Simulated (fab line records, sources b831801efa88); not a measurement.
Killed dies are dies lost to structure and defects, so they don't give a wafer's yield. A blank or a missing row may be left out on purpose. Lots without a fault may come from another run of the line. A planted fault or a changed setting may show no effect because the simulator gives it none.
Problem report in the 8D (eight disciplines) form, filled by code | flow gf180mcu | the parts of the form that need people (team, actions taken, sign-off) are left out

1. THE PROBLEM
cathode_dc_power_W at GF_M2_SPUTTER_02 reads a mean of 10317 W on 6 wafers of 2 lots; wafers without a fault read 10600 W with a standard deviation of 2. That is -99 or more standard deviations from the usual mean.
The step: material AlCu, target thk 450 nm, time 23.9 s.
First seen on wafer L582.1, day 23 05:56, on pvd_sputter-01. The record holds 39 wafers of 13 lots with a number at this step. Rule for "out", or "out of limits": more than 4 standard deviations from the usual mean. The other wafers with a number count as sound.

2. WHAT IT IS AND WHAT IT IS NOT
question                    | is                     | is not
which readings at this step | cathode_dc_power_W     | throttle_valve_pct
which lots                  | L582, L585             | L570, L571, L572, L573, L574, L578, L586, L587, L588, L589, L592
which wafers of those lots  | all that have a number | -
read on which tools         | pvd_sputter-01         | pvd_sputter-03, pvd_sputter-04
when                        | from day 23 05:56      | up to then (18 sound wafers); but 15 sound wafers of L586, L587, L588, L589, L592 came after

3. SUSPECTS, AND WHAT RULES EACH OUT
Counting: a tool at a process step up to the reading stays a suspect if it ran every lot that is out and no sound lot after the first of them.
- pvd_sputter-02 at GF_V1_SPUTTER_22 (material TiN, target thk 10 nm, time 40 s): ruled out as a lasting fault. Sound lots L588, L592 ran on it after its first lot that is out, L582 (day 23 05:10).
- pvd_sputter-01 at GF_M2_SPUTTER_00 (material Ti, target thk 37.5 nm, time 150 s): kept. It ran every lot that is out, first L582 (day 23 05:49), and no sound lot after that; its last sound lot up to then is L573 (day 19 23:31).
- pvd_sputter-01 at GF_M2_SPUTTER_02 (material AlCu, target thk 450 nm, time 23.9 s): kept. It ran every lot that is out, first L582 (day 23 05:56), and no sound lot after that; its last sound lot up to then is L573 (day 19 23:39). Its own readings are out on those wafers: cathode_dc_power_W.
Left after counting: pvd_sputter-01 at GF_M2_SPUTTER_00, pvd_sputter-01 at GF_M2_SPUTTER_02.

4. THE CAUSE (what the simulator had put in)
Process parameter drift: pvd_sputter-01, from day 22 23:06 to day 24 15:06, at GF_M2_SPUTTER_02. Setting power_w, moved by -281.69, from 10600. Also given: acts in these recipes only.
Counting left 2 suspects, and this tool is among them.

5. THE CHAIN OF EFFECTS, in route order
Each row: a reading whose mean over the struck wafers that have a number lies more than 3 standard deviations from the usual. Only readings for which the record gives a usual standard deviation are gone through. hours: the time from each lot's start at the first step in this table that gives one to its start at this step, as a median over the lots. sigmas: the change in usual standard deviations.
hours | step             | reading            | usual   | on struck wafers | change | sigmas
0     | GF_M2_SPUTTER_02 | cathode_dc_power_W | 10600 W | 10317            | -283   | -99 or more
The process steps in it:
- GF_M2_SPUTTER_02: material AlCu, target thk 450 nm, time 23.9 s.

6. WHAT WOULD HAVE CAUGHT IT SOONER
In this record the first reading out of limits was taken at day 23 05:56, 7 hours after the fault began at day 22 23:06.
